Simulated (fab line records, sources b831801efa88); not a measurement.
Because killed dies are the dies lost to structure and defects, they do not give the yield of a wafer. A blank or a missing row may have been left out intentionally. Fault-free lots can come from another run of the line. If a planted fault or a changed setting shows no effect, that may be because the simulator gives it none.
fab line records	flow sky130	part 1 of 2: steps 1 to 31 of 43
record lots=5	wafers=15	last_day=50
route steps=708 shown CAPM@549 METAL3@555 VIA3@573
lots that met no fault: from a run of the same line without faults
start_h: hours from the record's first day to the start of the lot's first wafer shown	wait_h: time in hours since the lot's previous step	" same as the row above	L1.1+2: a single row standing in for several wafers	- no value, or no start given	* or withheld: withheld	< > ~ a bound
route shown NAME@n: names a module that has steps shown in the file, with the first one's number in the route	usual: the fault-free wafers' mean and standard deviation	same: alike in all rows	chamber/n: place in a boat	sites: per-site readings	_std_site: their standard deviation	_edge_site: the outer-site mean with the inner-site mean subtracted	radius_mm: how far each site lies from the wafer's centre	mask NAME#n: copy n	behind: the last tool/chamber to shape the wafer	hold: why the lot was held/for how many hours/how that ended	device: the n, p or np transistor that did not switch	end of line: the tests these same wafers got at the end of their route	a step with no rows: only its recipe	killed: count of dies lost to structure and defects at first sort (not the wafer's yield)	map: a wafer's dies, marking killed ones x, the rest . and places with no die _
set.NAME: setting as actually run; set.NAME@STEP: the setting as run at that earlier step	model.NAME: the simulator's own value behind a step, which no gauge read
certain route steps with their lots: each step a table, each wafer a row
services: the hour from which a tool's chamber was out of use, counted from the record's first day as start_h (under 0 if before that day), plus the number of hours and why
## steps
# step SKY_CAPM_OVL_MEAS_12
# usual CAPM_OVL=1.7/1.5
lot.wafer	tool	chamber	start_h	wait_h	CAPM_OVL[nm]
L078.4	overlay-01	-	914.20	0.1	-0.6
L078.5	"	-	"	"	0.3
L078.6	"	-	"	"	1.6
L079.1	overlay-02	-	916.37	0.1	0.9
L079.4	"	-	"	"	2.4
L079.5	"	-	"	"	2.4
L083.4	overlay-01	-	943.75	0.1	1.2
L083.5	"	-	"	"	2.9
L083.6	"	-	"	"	0.0
L086.3	overlay-02	-	964.59	0.1	1.7
L086.4	"	-	"	"	2.0
L086.6	"	-	"	"	2.8
L096.4	overlay-02	-	1036.69	0.1	-0.6
L096.5	"	-	"	"	2.7
L096.6	"	-	"	"	2.9
# step SKY_CAPM_METAL_ETCH_13
# recipe target_depth_nm=220	stop_on=SiO2	chemistry=Cl2/BCl3	target=TiN	pressure_mtorr=10	icp_w=900	bias_w=48.5	Cl2_flow_sccm=60	bcl3_flow_sccm=30	time_s=62.9
# usual drypump_motor_current_A=5.7/0.49	oes_product_au=0.942/0.0061	throttle_valve_pct=21.901/0.0091
lot.wafer	tool	chamber	start_h	wait_h	drypump_motor_current_A	oes_product_au	rf_hours_counter_h	throttle_valve_pct
L078.4	rie_metal-04	1	914.25	0.0	5.3	0.947	-	21.890
L078.5	"	0	"	"	6.4	0.933	-	21.896
L078.6	"	1	"	"	5.3	0.930	-	21.917
L079.1	rie_metal-04	1	916.40	0.0	5.3	0.945	7	21.918
L079.4	"	0	"	"	6.4	0.945	-	21.901
L079.5	"	0	"	"	6.4	0.951	-	21.922
L083.4	rie_metal-01	1	943.80	0.0	5.7	0.935	-	21.889
L083.5	"	1	"	"	5.7	0.939	-	21.906
L083.6	"	0	"	"	5.3	0.934	-	21.902
L086.3	rie_metal-02	1	964.66	0.1	5.2	0.941	-	21.908
L086.4	"	1	"	"	5.2	0.937	-	21.897
L086.6	"	1	"	"	5.2	0.939	-	21.890
L096.4	rie_metal-04	0	1036.74	0.0	6.3	0.945	-	21.887
L096.5	"	0	"	"	6.3	0.938	-	21.887
L096.6	"	1	"	"	5.3	0.945	-	21.891
# step SKY_CAPM_STRIP_14
# recipe chemistry=O2/N2	power_w=1400	pressure_mtorr=1500	platen_temp_c=withheld	o2_flow_sccm=3000	n2_flow_sccm=300	overash_fraction=0.5
# usual drypump_motor_current_A=5.74/0.13	oes_product_au=0.710/0.0045	strip_time_to_endpoint_s=12.66/0.041
lot.wafer	tool	chamber	start_h	wait_h	drypump_motor_current_A	oes_product_au	rf_hours_counter_h	strip_time_to_endpoint_s
L078.4	plasma_asher-01	1	914.33	0.1	5.74	0.708	-	12.70
L078.5	"	0	"	"	5.48	0.714	-	12.65
L078.6	"	1	"	"	5.74	0.720	-	12.68
L079.1	plasma_asher-02	1	916.48	0.1	5.85	0.703	77	12.72
L079.4	"	0	"	"	5.61	0.706	-	12.70
L079.5	"	0	"	"	5.59	0.705	-	12.66
L083.4	plasma_asher-04	1	943.88	0.1	5.90	0.712	-	12.70
L083.5	"	0	"	"	5.74	0.705	-	12.66
L083.6	"	1	"	"	5.89	0.709	-	12.63
L086.3	plasma_asher-04	1	964.80	0.1	5.88	0.711	-	12.65
L086.4	"	0	"	"	5.74	0.701	-	12.66
L086.6	"	1	"	"	5.87	0.711	-	12.68
L096.4	plasma_asher-02	1	1036.82	0.1	5.88	0.712	-	12.60
L096.5	"	0	"	"	5.64	0.710	-	12.65
L096.6	"	1	"	"	5.89	0.717	-	12.61
# step SKY_CAPM_STRIP_15
# recipe chemistry=post_etch_residue_remover	time_s=1200	temp_c=72.5
lot.wafer	tool	chamber	start_h	wait_h
L078.4+5+6	wet_bench-03	2	914.40	0.0
L079.1+4+5	wet_bench-04	0	916.58	0.1
L083.4+5+6	wet_bench-03	0	943.95	0.0
L086.3+4+6	wet_bench-04	1	964.86	0.0
L096.4+5+6	wet_bench-02	0	1036.89	0.0
# step SKY_CAPM_CLEAN_16
# recipe chemistry=IPA	time_s=180	temp_c=25
lot.wafer	tool	chamber	start_h	wait_h
L078.4+5+6	wet_bench-04	0	914.74	0.0
L079.1+4+5	wet_bench-03	0	916.92	0.0
L083.4+5+6	wet_bench-04	3	944.29	0.0
L086.3+4+6	wet_bench-03	3	965.24	0.0
L096.4+5+6	wet_bench-04	2	1037.23	0.0
# step SKY_CAPM_CLEAN_17
# recipe chemistry=O3/DIW	dry=n2_spin
lot.wafer	tool	chamber	start_h	wait_h
L078.4+5+6	wet_bench-02	3	914.80	0.0
L079.1+4+5	wet_bench-04	2	916.98	0.0
L083.4+5+6	wet_bench-02	3	944.35	0.0
L086.3+4+6	wet_bench-02	2	965.30	0.0
L096.4+5+6	wet_bench-03	3	1037.29	0.0
# step SKY_METAL3_DEHYDRATE_05
# recipe temp_c=200	time_s=60
lot.wafer	tool	chamber	start_h	wait_h
L078.4+5+6	litho_track-03	0	926.76	11.9
L079.1+4+5	litho_track-01	0	929.02	11.9
L083.4+5+6	litho_track-04	0	956.55	12.1
L086.3+4+6	litho_track-04	0	976.92	11.5
L096.4+5+6	litho_track-04	0	1047.90	10.5
# step SKY_METAL3_HMDS_06
# recipe prime_time_s=60	prime_temp_c=120
lot.wafer	tool	chamber	start_h	wait_h
L078.4+5+6	litho_track-03	0	926.91	0.1
L079.1+4+5	litho_track-01	0	929.17	0.1
L083.4+5+6	litho_track-04	0	956.70	0.1
L086.3+4+6	litho_track-04	0	977.07	0.1
L096.4+5+6	litho_track-04	0	1048.05	0.1
# step SKY_METAL3_COAT_07
# recipe resist=BARC	temp_c=withheld	time_s=withheld	spin_rpm=3000	resist_thk_nm=60
lot.wafer	tool	chamber	start_h	wait_h
L078.4+5+6	litho_track-03	0	927.06	0.1
L079.1+4+5	litho_track-01	0	929.32	0.1
L083.4+5+6	litho_track-04	0	956.85	0.1
L086.3+4+6	litho_track-04	0	977.22	0.1
L096.4+5+6	litho_track-04	0	1048.20	0.1
# step SKY_METAL3_COAT_08
# recipe resist=KrF-thick	spin_rpm=3000	resist_thk_nm=1140
lot.wafer	tool	chamber	start_h	wait_h
L078.4+5+6	litho_track-03	0	-	-
L079.1+4+5	litho_track-01	0	-	-
L083.4+5+6	litho_track-04	0	-	-
L086.3+4+6	litho_track-04	0	-	-
L096.4+5+6	litho_track-04	0	-	-
# step SKY_METAL3_SOFTBAKE_09
# recipe temp_c=100	time_s=90	resist=KrF-thick
lot.wafer	tool	chamber	start_h	wait_h
L078.4+5+6	litho_track-03	0	-	-
L079.1+4+5	litho_track-01	0	-	-
L083.4+5+6	litho_track-04	0	-	-
L086.3+4+6	litho_track-04	0	-	-
L096.4+5+6	litho_track-04	0	-	-
# step SKY_METAL3_EXPOSE_10
# recipe mask_id=MM3	na=0.68	source_shape=annular	sigma_inner=0.4	sigma_outer=0.8	target_cd_nm=300	dose_mj=28
lot.wafer	tool	chamber	start_h	wait_h	mask
L078.4+5+6	krf_scanner-01	0	-	-	MM3#0
L079.1+4+5	krf_scanner-02	0	-	-	MM3#0
L083.4+5+6	krf_scanner-02	0	-	-	MM3#0
L086.3+4+6	krf_scanner-01	0	-	-	MM3#0
L096.4+5+6	krf_scanner-02	0	-	-	MM3#0
# step SKY_METAL3_PEB_11
# recipe peb_temp_c=withheld	peb_time_s=withheld	resist=KrF-thick
lot.wafer	tool	chamber	start_h	wait_h
L078.4+5+6	litho_track-03	0	-	-
L079.1+4+5	litho_track-01	0	-	-
L083.4+5+6	litho_track-01	0	-	-
L086.3+4+6	litho_track-03	0	-	-
L096.4+5+6	litho_track-01	0	-	-
# step SKY_METAL3_DEVELOP_12
# recipe develop_time_s=60	resist=KrF-thick	dev_temp_c=21
lot.wafer	tool	chamber	start_h	wait_h
L078.4+5+6	litho_track-03	0	-	-
L079.1+4+5	litho_track-01	0	-	-
L083.4+5+6	litho_track-01	0	-	-
L086.3+4+6	litho_track-03	0	-	-
L096.4+5+6	litho_track-01	0	-	-
# step SKY_METAL3_CD_MEAS_13
# recipe target_cd_nm=300
# usual cd_nm=300.4/1.4
lot.wafer	tool	chamber	start_h	wait_h	cd_nm
L078.4	cd_sem-02	-	939.54	-	301.9
L078.5	"	-	"	"	301.3
L078.6	"	-	"	"	300.7
L079.1	cd_sem-01	-	941.72	-	300.1
L079.4	"	-	"	"	300.0
L079.5	"	-	"	"	300.9
L083.4	cd_sem-02	-	969.28	-	300.9
L083.5	"	-	"	"	300.0
L083.6	"	-	"	"	301.5
L086.3	cd_sem-02	-	989.47	-	300.7
L086.4	"	-	"	"	300.7
L086.6	"	-	"	"	300.9
L096.4	cd_sem-02	-	1059.43	-	301.1
L096.5	"	-	"	"	302.5
L096.6	"	-	"	"	302.3
# step SKY_METAL3_OVL_MEAS_14
# usual METAL3_OVL=3/5.6
lot.wafer	tool	chamber	start_h	wait_h	METAL3_OVL[nm]
L078.4	overlay-02	-	939.62	0.1	12
L078.5	"	-	"	"	0
L078.6	"	-	"	"	16
L079.1	overlay-02	-	941.84	0.1	-1
L079.4	"	-	"	"	8
L079.5	"	-	"	"	9
L083.4	overlay-02	-	969.36	0.1	-3
L083.5	"	-	"	"	0
L083.6	"	-	"	"	3
L086.3	overlay-02	-	989.57	0.1	5
L086.4	"	-	"	"	11
L086.6	"	-	"	"	13
L096.4	overlay-01	-	1059.51	0.1	-1
L096.5	"	-	"	"	4
L096.6	"	-	"	"	-3
# step SKY_METAL3_DESCUM_15
# recipe chemistry=O2	source_power_w=150	bias_power_w=0	pressure_mtorr=10	temp_c=40	time_s=8
# usual drypump_motor_current_A=5.6/0.43	oes_product_au=0.998/0.01
lot.wafer	tool	chamber	start_h	wait_h	drypump_motor_current_A	oes_product_au	rf_hours_counter_h
L078.4	rie_metal-02	1	939.67	0.0	5.2	0.996	-
L078.5	"	1	"	"	5.2	0.999	-
L078.6	"	1	"	"	5.1	0.992	-
L079.1	rie_metal-02	1	941.88	0.0	5.2	0.987	2
L079.4	"	1	"	"	5.2	0.993	-
L079.5	"	1	"	"	5.2	0.989	-
L083.4	rie_metal-01	0	969.39	0.0	5.3	1.007	-
L083.5	"	0	"	"	5.2	1.002	-
L083.6	"	1	"	"	5.7	0.978	-
L086.3	rie_metal-01	0	989.60	0.0	5.3	1.004	-
L086.4	"	1	"	"	5.7	1.001	-
L086.6	"	1	"	"	5.7	0.997	-
L096.4	rie_metal-03	0	1059.54	0.0	5.5	0.994	-
L096.5	"	1	"	"	5.7	0.991	-
L096.6	"	0	"	"	5.5	0.991	-
# step SKY_METAL3_ETCH_16
# recipe chemistry=N2/H2	target=BARC	ion_energy_ev=200	bias_w=100	pressure_mtorr=30	n2_flow_sccm=100	h2_flow_sccm=200	icp_w=500	stop_on=SiO2	time_s=88.2	target_depth_a=600
# usual drypump_motor_current_A=5.6/0.43	oes_product_au=0.626/0.0047	throttle_valve_pct=13.203/0.0096
lot.wafer	tool	chamber	start_h	wait_h	drypump_motor_current_A	oes_product_au	rf_hours_counter_h	throttle_valve_pct
L078.4	rie_metal-02	1	939.80	0.1	5.2	0.627	-	13.214
L078.5	"	1	"	"	5.2	0.622	-	13.195
L078.6	"	1	"	"	5.2	0.619	-	13.180
L079.1	rie_metal-02	1	941.94	0.1	5.2	0.630	2	13.209
L079.4	"	1	"	"	5.1	0.634	-	13.199
L079.5	"	1	"	"	5.2	0.633	-	13.206
L083.4	rie_metal-01	0	969.44	0.0	5.3	0.622	-	13.203
L083.5	"	0	"	"	5.3	0.621	-	13.198
L083.6	"	1	"	"	5.7	0.619	-	13.216
L086.3	rie_metal-01	0	989.65	0.0	5.3	0.626	-	13.196
L086.4	"	1	"	"	5.7	0.632	-	13.200
L086.6	"	1	"	"	5.7	0.618	-	13.176
L096.4	rie_metal-03	0	1059.59	0.0	5.5	0.627	-	13.201
L096.5	"	1	"	"	5.7	0.627	-	13.193
L096.6	"	0	"	"	5.4	0.632	-	13.216
# step SKY_METAL3_ETCH_17
# recipe target=SiO2	stop_on=TiN	chemistry=C4F8/O2/Ar	source_w=1500	bias_w=1200	pressure_mtorr=40	c4f8_flow_sccm=withheld	O2_flow_sccm=6	Ar_flow_sccm=300	time_s=3.9	target_depth_a=150
# usual oes_product_au=0.754/0.0068
lot.wafer	tool	chamber	start_h	wait_h	oes_product_au
L078.4	rie_diel-02	3	939.90	0.1	0.757
L078.5	"	2	"	"	0.753
L078.6	"	1	"	"	0.771
L079.1	rie_diel-02	3	942.14	0.2	0.749
L079.4	"	0	"	"	0.761
L079.5	"	1	"	"	0.761
L083.4	rie_diel-02	0	969.51	0.0	0.761
L083.5	"	3	"	"	0.760
L083.6	"	0	"	"	0.756
L086.3	rie_diel-02	0	989.72	0.0	0.749
L086.4	"	3	"	"	0.765
L086.6	"	2	"	"	0.758
L096.4	rie_diel-01	0	1059.67	0.0	0.757
L096.5	"	2	"	"	0.760
L096.6	"	3	"	"	0.750
# step SKY_METAL3_METAL_ETCH_18
# recipe target_depth_a=8450	stop_on=SiO2	over_etch_frac=0.3	time_s=183.1	chemistry=Cl2/BCl3	resist_sidewall_deg=88	pressure_mtorr=10	icp_w=900	bias_w=48.5	Cl2_flow_sccm=60	bcl3_flow_sccm=30
# usual drypump_motor_current_A=5.6/0.31	oes_product_au=0.866/0.0057	throttle_valve_pct=22.264/0.0099
# same over_etch_frac=0.3
lot.wafer	tool	chamber	start_h	wait_h	drypump_motor_current_A	oes_product_au	rf_hours_counter_h	throttle_valve_pct
L078.4	rie_metal-03	1	940.10	0.2	5.7	0.869	-	22.256
L078.5	"	1	"	"	5.7	0.868	-	22.273
L078.6	"	1	"	"	5.7	0.862	-	22.247
L079.1	rie_metal-03	1	942.16	0.0	5.7	0.872	6	22.262
L079.4	"	1	"	"	5.7	0.861	-	22.263
L079.5	"	1	"	"	5.7	0.861	-	22.257
L083.4	rie_metal-02	1	969.59	0.1	5.2	0.862	-	22.267
L083.5	"	0	"	"	6.4	0.864	-	22.252
L083.6	"	1	"	"	5.2	0.853	-	22.259
L086.3	rie_metal-02	1	989.80	0.1	5.2	0.867	-	22.255
L086.4	"	0	"	"	6.5	0.872	-	22.288
L086.6	"	1	"	"	5.2	0.865	-	22.260
L096.4	rie_metal-01	1	1059.74	0.1	5.7	0.869	-	22.238
L096.5	"	0	"	"	5.3	0.863	-	22.288
L096.6	"	1	"	"	5.7	0.867	-	22.269
# step SKY_METAL3_STRIP_19
# recipe chemistry=O2/N2	power_w=1400	pressure_mtorr=1500	platen_temp_c=withheld	o2_flow_sccm=3000	n2_flow_sccm=300	overash_fraction=0.5
# usual drypump_motor_current_A=5.68/0.18	oes_product_au=0.505/0.0055	strip_time_to_endpoint_s=6.60/0.079
lot.wafer	tool	chamber	start_h	wait_h	drypump_motor_current_A	oes_product_au	rf_hours_counter_h	strip_time_to_endpoint_s
L078.4	plasma_asher-01	1	940.31	0.2	5.75	0.510	-	6.55
L078.5	"	0	"	"	5.48	0.506	-	6.59
L078.6	"	1	"	"	5.75	0.496	-	6.50
L079.1	plasma_asher-04	0	942.51	0.3	5.76	0.502	111	6.60
L079.4	"	1	"	"	5.86	0.507	-	6.68
L079.5	"	0	"	"	5.75	0.503	-	6.64
L083.4	plasma_asher-03	1	969.74	0.1	5.41	0.501	-	6.63
L083.5	"	1	"	"	5.37	0.497	-	6.47
L083.6	"	0	"	"	5.89	0.510	-	6.62
L086.3	plasma_asher-01	1	989.95	0.1	5.74	0.496	-	6.48
L086.4	"	0	"	"	5.47	0.494	-	6.34
L086.6	"	0	"	"	5.49	0.500	-	6.52
L096.4	plasma_asher-03	1	1059.89	0.1	5.38	0.506	-	6.73
L096.5	"	0	"	"	5.83	0.516	-	6.64
L096.6	"	1	"	"	5.43	0.516	-	6.71
# step SKY_METAL3_STRIP_20
# recipe chemistry=post_etch_residue_remover	time_s=1200	temp_c=72.5
lot.wafer	tool	chamber	start_h	wait_h
L078.4+5+6	wet_bench-03	3	940.37	0.0
L079.1+4+5	wet_bench-01	1	942.61	0.1
L083.4+5+6	wet_bench-04	1	969.80	0.0
L086.3+4+6	wet_bench-01	0	990.02	0.0
L096.4+5+6	wet_bench-04	3	1059.95	0.0
# step SKY_METAL3_CLEAN_21
# recipe chemistry=IPA	time_s=180	temp_c=25
lot.wafer	tool	chamber	start_h	wait_h
L078.4+5+6	wet_bench-04	2	940.72	0.0
L079.1+4+5	wet_bench-03	3	942.95	0.0
L083.4+5+6	wet_bench-03	1	970.18	0.0
L086.3+4+6	wet_bench-03	0	990.39	0.0
L096.4+5+6	wet_bench-01	2	1060.30	0.0
# step SKY_METAL3_CLEAN_22
# recipe chemistry=O3/DIW	dry=n2_spin
lot.wafer	tool	chamber	start_h	wait_h
L078.4+5+6	wet_bench-03	2	940.78	0.0
L079.1+4+5	wet_bench-04	2	943.01	0.0
L083.4+5+6	wet_bench-01	2	970.23	0.0
L086.3+4+6	wet_bench-04	3	990.45	0.0
L096.4+5+6	wet_bench-03	0	1060.35	0.0
# step SKY_VIA3_HDPCVD_00
# recipe material=SiO2	target_thk_nm=1635	sigma_open_frac=0.3	time_s=272.5	temp_c=400	sih4_flow_sccm=60	pressure_mtorr=6
lot.wafer	tool	chamber	start_h	wait_h
L078.4+5+6	hdpcvd-02	1,0,2	940.95	0.1
L079.1+4+5	hdpcvd-01	2,2,0	943.11	0.0
L083.4+5+6	hdpcvd-02	2,1,0	970.41	0.1
L086.3+4+6	hdpcvd-01	2,2,0	990.54	0.0
L096.4+5+6	hdpcvd-02	1,2,0	1060.54	0.1
# step SKY_VIA3_THK_MEAS_01
# recipe reads=SiO2_of_VIA3_HDPCVD_00
# usual VIA3_HDPCVD_THK=1633/12
lot.wafer	tool	chamber	start_h	wait_h	VIA3_HDPCVD_THK[nm]
L078.4	film_metro-02	-	941.07	0.0	1659
L078.5	"	-	"	"	1652
L078.6	"	-	"	"	1640
L079.1	film_metro-03	-	943.28	0.1	1622
L079.4	"	-	"	"	1647
L079.5	"	-	"	"	1626
L083.4	film_metro-02	-	970.52	0.0	1609
L083.5	"	-	"	"	1642
L083.6	"	-	"	"	1627
L086.3	film_metro-03	-	990.73	0.1	1619
L086.4	"	-	"	"	1623
L086.6	"	-	"	"	1619
L096.4	film_metro-03	-	1060.65	0.0	1653
L096.5	"	-	"	"	1669
L096.6	"	-	"	"	1642
# step SKY_VIA3_CMP_02
# recipe material=SiO2	down_force_psi=4	platen_rpm=60	pad_velocity_m_s=0.94248
# usual head_pressure_psi=4.001/0.0078	motor_current_A=12.3/1	retaining_ring_pressure_frac=1.000/0.0049
lot.wafer	tool	chamber	start_h	wait_h	head_pressure_psi	motor_current_A	retaining_ring_pressure_frac
L078.4	cmp-02	1	941.41	0.3	4.004	13.8	1.004
L078.5	"	2	"	"	3.983	13.5	1.001
L078.6	"	3	"	"	3.996	12.5	1.000
L079.1	cmp-02	2	943.42	0.1	4.012	13.7	0.999
L079.4	"	0	"	"	3.993	10.7	1.011
L079.5	"	1	"	"	3.984	13.4	0.998
L083.4	cmp-01	3	970.55	0.0	3.996	12.4	1.004
L083.6	"	3	"	"	3.990	12.4	0.995
L083.5	"	0	"	"	3.997	12.1	0.993
L086.4	cmp-01	2	990.82	0.1	4.012	11.4	0.995
L086.3	"	3	"	"	3.994	12.4	1.005
L086.6	"	2	"	"	4.003	11.9	0.999
L096.4	cmp-01	1	1060.78	0.1	4.005	12.4	1.003
L096.5	"	3	"	"	3.997	12.7	0.993
L096.6	"	0	"	"	3.995	12.3	1.005
# step SKY_VIA3_BOW_MEAS_03
# recipe mode=bow
# usual VIA3_BOW=80/7.8
lot.wafer	tool	chamber	start_h	wait_h	VIA3_BOW[um]
L078.4	film_metro-01	-	941.62	0.2	70
L078.5	"	-	"	"	85
L078.6	"	-	"	"	88
L079.1	film_metro-03	-	943.67	0.2	81
L079.4	"	-	"	"	78
L079.5	"	-	"	"	77
L083.4	film_metro-03	-	970.91	0.3	89
L083.5	"	-	"	"	95
L083.6	"	-	"	"	86
L086.3	film_metro-02	-	991.11	0.2	75
L086.4	"	-	"	"	75
L086.6	"	-	"	"	85
L096.4	film_metro-03	-	1061.04	0.2	82
L096.5	"	-	"	"	84
L096.6	"	-	"	"	87
# step SKY_VIA3_DEHYDRATE_04
# recipe temp_c=200	time_s=60
lot.wafer	tool	chamber	start_h	wait_h
L078.4+5+6	litho_track-01	0	953.25	11.6
L079.1+4+5	litho_track-01	0	955.47	11.8
L083.4+5+6	litho_track-02	0	982.94	12.0
L086.3+4+6	litho_track-01	0	1002.37	11.2
L096.4+5+6	litho_track-04	0	1071.40	10.3
# step SKY_VIA3_HMDS_05
# recipe prime_time_s=60	prime_temp_c=120
lot.wafer	tool	chamber	start_h	wait_h
L078.4+5+6	litho_track-01	0	953.40	0.1
L079.1+4+5	litho_track-01	0	955.62	0.1
L083.4+5+6	litho_track-02	0	983.09	0.1
L086.3+4+6	litho_track-01	0	1002.52	0.1
L096.4+5+6	litho_track-04	0	1071.55	0.1
# step SKY_VIA3_COAT_06
# recipe resist=BARC	temp_c=withheld	time_s=withheld	spin_rpm=3000	resist_thk_nm=60
lot.wafer	tool	chamber	start_h	wait_h
L078.4+5+6	litho_track-01	0	953.55	0.1
L079.1+4+5	litho_track-01	0	955.77	0.1
L083.4+5+6	litho_track-02	0	983.24	0.1
L086.3+4+6	litho_track-01	0	1002.67	0.1
L096.4+5+6	litho_track-04	0	1071.70	0.1
